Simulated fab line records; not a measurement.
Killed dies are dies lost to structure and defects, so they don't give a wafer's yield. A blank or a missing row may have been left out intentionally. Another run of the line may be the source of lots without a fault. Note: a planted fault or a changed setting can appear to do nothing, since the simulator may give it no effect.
Which tool did it? :: flow sky130 :: Sampling: 11 lots, 33 wafers, 4 of 708 route steps

== WHAT THE GAUGES READ, wafer by wafer ==
SKY_LDD_P_OVL_MEAS_08. Usual: LDD_P_OVL typically reads 0.9 nm, with standard deviation 1.4.
lot: L328
measured: day 18 21:14
on: overlay-02
LDD_P_OVL (nm): 0.6 2.2 0.5
flag: 

lot: L331
measured: day 21 01:33
on: overlay-01
LDD_P_OVL (nm): -0.3 0.0 -0.2
flag: 

lot: L332
measured: day 21 04:45
on: overlay-02
LDD_P_OVL (nm): 3.4 1.8 2.3
flag: 

lot: L338
measured: day 22 20:27
on: overlay-02
LDD_P_OVL (nm): 1.7 0.7 -0.6
flag: 

lot: L339
measured: day 23 09:50
on: overlay-02
LDD_P_OVL (nm): -1.1 -1.5 -0.5
flag: 

lot: L344
measured: day 24 23:27
on: overlay-02
LDD_P_OVL (nm): 0.5 1.8 0.2
flag: 

lot: L345
measured: day 25 11:11
on: overlay-01
LDD_P_OVL (nm): 2.0 4.1 3.3
flag: 

lot: L346
measured: day 25 10:44
on: overlay-01
LDD_P_OVL (nm): 2.9 2.2 2.6
flag: 

lot: L347
measured: day 25 16:04
on: overlay-01
LDD_P_OVL (nm): 1.7 0.5 1.2
flag: 

lot: L349
measured: day 26 22:34
on: overlay-02
LDD_P_OVL (nm): 0.5 1.3 0.6
flag: 

lot: L350
measured: day 27 04:24
on: overlay-02
LDD_P_OVL (nm): 0.0 0.5 -0.3
flag: 

SKY_LDD_P_TW_MEAS_11. Usual: LDD_P_TW typically reads 635, with standard deviation 3.3.
lot: L328
measured: day 18 21:32
on: film metro-02
LDD_P_TW: 637 634 637
flag: 

lot: L331
measured: day 21 01:50
on: film metro-04
LDD_P_TW: 631 633 633
flag: 

lot: L332
measured: day 21 05:03
on: film metro-02
LDD_P_TW: 637 637 634
flag: 

lot: L338
measured: day 22 20:44
on: film metro-04
LDD_P_TW: 716 720 722
flag: OFF

lot: L339
measured: day 23 10:08
on: film metro-02
LDD_P_TW: 723 721 722
flag: OFF

lot: L344
measured: day 24 23:44
on: film metro-02
LDD_P_TW: 633 635 631
flag: 

lot: L345
measured: day 25 11:29
on: film metro-04
LDD_P_TW: 630 631 629
flag: 

lot: L346
measured: day 25 11:01
on: film metro-04
LDD_P_TW: 628 630 628
flag: 

lot: L347
measured: day 25 16:21
on: film metro-03
LDD_P_TW: 639 640 642
flag: 

lot: L349
measured: day 26 22:51
on: film metro-02
LDD_P_TW: 636 636 638
flag: 

lot: L350
measured: day 27 04:41
on: film metro-04
LDD_P_TW: 632 632 630
flag: 

== WHICH TOOL RAN EACH LOT (tool, then ch and the chambers of the sampled wafers, then the start) ==
lot: L328
SKY_FIELD_ISO_STRIP_16: plasma asher-02 ch 0,1, day 2 06:29
SKY_LDD_P_IMPLANT_09: implanter-02 ch 0, day 18 21:17

lot: L331
SKY_FIELD_ISO_STRIP_16: plasma asher-01 ch 0,1, day 2 21:17
SKY_LDD_P_IMPLANT_09: implanter-04 ch 0, day 21 01:35

lot: L332
SKY_FIELD_ISO_STRIP_16: plasma asher-02 ch 0,1, day 3 02:49
SKY_LDD_P_IMPLANT_09: implanter-01 ch 0, day 21 04:50

lot: L338
SKY_FIELD_ISO_STRIP_16: plasma asher-03 ch 0,1, day 4 08:35
SKY_LDD_P_IMPLANT_09: implanter-01 ch 0, day 22 20:29

lot: L339
SKY_FIELD_ISO_STRIP_16: plasma asher-03 ch 0,1, day 4 14:07
SKY_LDD_P_IMPLANT_09: implanter-01 ch 0, day 23 09:55

lot: L344
SKY_FIELD_ISO_STRIP_16: plasma asher-02 ch 0,1, day 5 16:02
SKY_LDD_P_IMPLANT_09: implanter-02 ch 0, day 24 23:29

lot: L345
SKY_FIELD_ISO_STRIP_16: plasma asher-01 ch 0,1, day 5 23:38
SKY_LDD_P_IMPLANT_09: implanter-02 ch 0, day 25 11:14

lot: L346
SKY_FIELD_ISO_STRIP_16: plasma asher-01 ch 0,1, day 6 03:02
SKY_LDD_P_IMPLANT_09: implanter-01 ch 0, day 25 10:46

lot: L347
SKY_FIELD_ISO_STRIP_16: plasma asher-02 ch 0, day 6 07:56
SKY_LDD_P_IMPLANT_09: implanter-04 ch 0, day 25 16:07

lot: L349
SKY_FIELD_ISO_STRIP_16: plasma asher-03 ch 0,1, day 6 18:56
SKY_LDD_P_IMPLANT_09: implanter-04 ch 0, day 26 22:37

lot: L350
SKY_FIELD_ISO_STRIP_16: plasma asher-03 ch 1, day 7 01:23
SKY_LDD_P_IMPLANT_09: implanter-04 ch 0, day 27 04:26
- SKY_FIELD_ISO_STRIP_16: strips in O2/N2.
- SKY_LDD_P_IMPLANT_09

== AS READ BY THE TOOLS THEMSELVES (means over the sampled wafers that have a number; for cases with no such wafer, the mark the record gives instead) ==
SKY_FIELD_ISO_STRIP_16. Usual: drypump motor current A 5.6 A, standard deviation 0.4; oes product au 0.378 a.u., standard deviation 0.0047; strip time to endpoint s 3.54 s, standard deviation 0.036.
lot: L328
tool: plasma asher-02
drypump motor current A (A): 5.8
oes product au (a.u.): 0.381
strip time to endpoint s (s): 3.50
flag: 

lot: L331
tool: plasma asher-01
drypump motor current A (A): 5.0
oes product au (a.u.): 0.379
strip time to endpoint s (s): 3.58
flag: 

lot: L332
tool: plasma asher-02
drypump motor current A (A): 5.8
oes product au (a.u.): 0.376
strip time to endpoint s (s): 3.54
flag: 

lot: L338
tool: plasma asher-03
drypump motor current A (A): 5.4
oes product au (a.u.): 0.377
strip time to endpoint s (s): 3.54
flag: 

lot: L339
tool: plasma asher-03
drypump motor current A (A): 5.4
oes product au (a.u.): 0.375
strip time to endpoint s (s): 3.53
flag: 

lot: L344
tool: plasma asher-02
drypump motor current A (A): 5.8
oes product au (a.u.): 0.380
strip time to endpoint s (s): 3.53
flag: 

lot: L345
tool: plasma asher-01
drypump motor current A (A): 5.0
oes product au (a.u.): 0.377
strip time to endpoint s (s): 3.54
flag: 

lot: L346
tool: plasma asher-01
drypump motor current A (A): 5.0
oes product au (a.u.): 0.380
strip time to endpoint s (s): 3.53
flag: 

lot: L347
tool: plasma asher-02
drypump motor current A (A): 6.3
oes product au (a.u.): 0.376
strip time to endpoint s (s): 3.54
flag: 

lot: L349
tool: plasma asher-03
drypump motor current A (A): 5.4
oes product au (a.u.): 0.375
strip time to endpoint s (s): 3.52
flag: 

lot: L350
tool: plasma asher-03
drypump motor current A (A): 5.3
oes product au (a.u.): 0.380
strip time to endpoint s (s): 3.57
flag: 

SKY_LDD_P_IMPLANT_09. Usual: beam energy keV 25.001, standard deviation 0.0078; dose ions cm2 1e+13, standard deviation 1e+10; faraday current uA 56.4, standard deviation 1.1.
lot: L328
tool: implanter-02
beam energy keV: 24.986
dose ions cm2: 1e+13
faraday current uA: 55.6
flag: 

lot: L331
tool: implanter-04
beam energy keV: 25.002
dose ions cm2: 1e+13
faraday current uA: 56.4
flag: 

lot: L332
tool: implanter-01
beam energy keV: 25.005
dose ions cm2: 1e+13
faraday current uA: 56.3
flag: 

lot: L338
tool: implanter-01
beam energy keV: 24.994
dose ions cm2: 1e+13
faraday current uA: 83.9
flag: OFF

lot: L339
tool: implanter-01
beam energy keV: 24.997
dose ions cm2: 1e+13
faraday current uA: 83.3
flag: OFF

lot: L344
tool: implanter-02
beam energy keV: 24.990
dose ions cm2: 1e+13
faraday current uA: 56.1
flag: 

lot: L345
tool: implanter-02
beam energy keV: 25.004
dose ions cm2: 1e+13
faraday current uA: 56.2
flag: 

lot: L346
tool: implanter-01
beam energy keV: 24.992
dose ions cm2: 1e+13
faraday current uA: 56.2
flag: 

lot: L347
tool: implanter-04
beam energy keV: 24.994
dose ions cm2: 1e+13
faraday current uA: 56.5
flag: 

lot: L349
tool: implanter-04
beam energy keV: 24.997
dose ions cm2: 1e+13
faraday current uA: 56.5
flag: 

lot: L350
tool: implanter-04
beam energy keV: 25.009
dose ions cm2: 1e+13
faraday current uA: 56.8
flag: 

== THE ANSWER, worked out from the rows above alone ==
Rule: take the mean of a lot's wafers that have a number; if it is more than 3 standard deviations from the usual mean, the lot is off. Also off: a lot with no number at a reading for which 4 or more lots have one. Any other lot the step has rows for is counted as sound. Order of review: gauges by route order, followed by the tools' own readings, for which a lot's mean as printed above is used. The first step at which some lot is off is used, and at that step the reading that is off furthest; a lot without a number counts as furthest.
Off: at SKY_LDD_P_TW_MEAS_11 (LDD_P_TW), L338, L339.
A tool fits if, at a process step before that reading, it ran every lot that is off, and no sound lot after the first of them. The gauges at SKY_LDD_P_TW_MEAS_11 aren't tried: what is off there is off at SKY_LDD_P_IMPLANT_09 too, on other tools, and a gauge's error can't cause that. Of those tried, none fits.

== WHAT THE SIMULATOR HAD INSERTED ==
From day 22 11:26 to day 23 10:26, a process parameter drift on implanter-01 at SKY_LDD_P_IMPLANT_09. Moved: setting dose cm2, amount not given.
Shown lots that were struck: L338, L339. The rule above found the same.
